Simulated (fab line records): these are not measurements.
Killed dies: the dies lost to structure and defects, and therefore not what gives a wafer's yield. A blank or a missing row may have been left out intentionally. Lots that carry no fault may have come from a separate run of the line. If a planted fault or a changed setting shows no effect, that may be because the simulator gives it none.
Matching of chambers	flow sky130	SKY_VIA4_ETCH_12 on rie diel-04 has 4 sister chambers
The step etches SiO2 in C4F8/O2/Ar, stops on TiN, target depth 580 nm. 4 wafers are shown with their chamber, then 7 later ones without.

## EACH WAFER AND ITS CHAMBER
wafer	chamber	bias w (W)
L732.6	0	1199
L733.4	3	1201
L735.1	1	1200
L735.3	2	1196

## WAFERS MISSING THEIR CHAMBER
wafer	bias w (W)
L735.5	1198
L740.1	1194
L740.3	1200
L740.5	1194
L738.1	1200
L738.4	1197
L738.5	1203

## EACH ONE'S CHAMBER
wafer	from the rows above	in truth
L735.5	can't be placed: 0 or 1 or 2 or 3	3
L740.1	2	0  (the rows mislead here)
L740.3	can't be placed: 1 or 0 or 3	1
L740.5	2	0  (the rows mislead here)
L738.1	can't be placed: 1 or 0 or 3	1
L738.4	can't be placed: 2 or 0 or 1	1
L738.5	can't be placed: 3 or 1 or 0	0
Correctly placed: 0 of 7. From these rows, 5 cannot be placed; in 5 the true chamber is one of the candidates. Placed wrongly: 2.
How it was worked out, from the rows above alone: a wafer's distance from a chamber is the root of the sum, over the readings, of the square of ((its reading less the chamber's mean) divided by the reading's scatter). The wafer belongs to the nearest chamber; if the next one is less than 2 further off, it can't be placed. The mean given for a chamber averages the wafers shown for that chamber. The scatter: root of mean squared gap, hidden wafer to nearest shown wafer, with one shown wafer a chamber.
